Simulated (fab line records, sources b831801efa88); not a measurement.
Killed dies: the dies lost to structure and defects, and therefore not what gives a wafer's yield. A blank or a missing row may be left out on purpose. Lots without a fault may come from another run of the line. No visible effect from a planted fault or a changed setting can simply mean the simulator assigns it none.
2 desks looking at one fault -- flow sky130 -- numbers are kept per desk, each desk with only its own; the story behind them comes last

## DESK OF THE TOOL OWNER: implanter-01
The tool's own readings at SKY_VT_ADJUST_HVTP_IMPLANT_09: means of the sampled wafers that have a number, for each lot that ran on this tool. A lot is out of limits, marked OUT, if its mean lies more than 4 standard deviations from the usual mean; the brackets give that distance.
Columns: A = doseIonsCm2 at SKY_VT_ADJUST_HVTP_IMPLANT_09, usual 4.3e+12; B = faradayCurrentUA at SKY_VT_ADJUST_HVTP_IMPLANT_09, usual 24.3
lot,first seen here,A,B
L195,day 7 05:07,4.3e+12,24.2
L196,day 7 12:28,4.3e+12,24.7
L197,day 7 20:52,4.3e+12,24.1
L200,day 8 20:32,4.3e+12,24.4
L199,day 8 20:46,4.3e+12,24.2
L204,day 9 16:41,4.3e+11 (-99 or more) OUT,2.4 (-45) OUT
L205,day 9 22:08,4.3e+11 (-99 or more) OUT,2.3 (-45) OUT
This desk's verdict: out of limits on L204, L205, starting with L204 at day 9 16:41 (doseIonsCm2 at SKY_VT_ADJUST_HVTP_IMPLANT_09). Within limits: L195, L196, L197, L200, L199.

## METROLOGY DESK
What the gauges read for every lot (on any tool): the sampled wafers with a number, averaged. A lot is out of limits, marked OUT, if its mean lies more than 4 standard deviations from the usual mean; the brackets give that distance.
Columns: A = VT_ADJUST_HVTP_TW at SKY_VT_ADJUST_HVTP_TW_MEAS_11, usual 1358
lot,first seen here,A
L190,day 6 01:41,1373
L193,day 6 17:13,1372
L195,day 7 05:22,1340
L196,day 7 12:43,1347
L197,day 7 21:07,1355
L200,day 8 20:46,1347
L199,day 8 21:01,1354
L203,day 9 09:44,1371
L204,day 9 16:55,639 (-60) OUT
L205,day 9 22:21,668 (-58) OUT
L211,day 11 13:59,1349
L212,day 11 19:55,1349
L213,day 12 04:35,1355
Per this desk, out of limits: L204, L205; the first was L204, day 9 16:55 (VT_ADJUST_HVTP_TW at SKY_VT_ADJUST_HVTP_TW_MEAS_11). Within limits: L190, L193, L195, L196, L197, L200, L199, L203, L211, L212, L213.

## ALL TOGETHER
The tool owner's desk had the chance to raise an alarm at day 9 16:41 on L204, L205.
On L204, L205, the metrology desk was in a position to raise an alarm at day 9 16:55.
All the named lots went through SKY_VT_ADJUST_HVTP_IMPLANT_09 on implanter-01.

## WHAT WAS PUT IN BY THE SIMULATOR
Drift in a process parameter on implanter-01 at SKY_VT_ADJUST_HVTP_IMPLANT_09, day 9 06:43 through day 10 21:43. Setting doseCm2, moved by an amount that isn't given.
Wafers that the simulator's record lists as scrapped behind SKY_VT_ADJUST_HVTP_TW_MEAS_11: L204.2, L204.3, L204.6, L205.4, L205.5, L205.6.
Lots struck among those shown: L204, L205.
Hours from the fault's start to each desk's first reading out of limits: the tool owner's desk, 10; the metrology desk, 10.
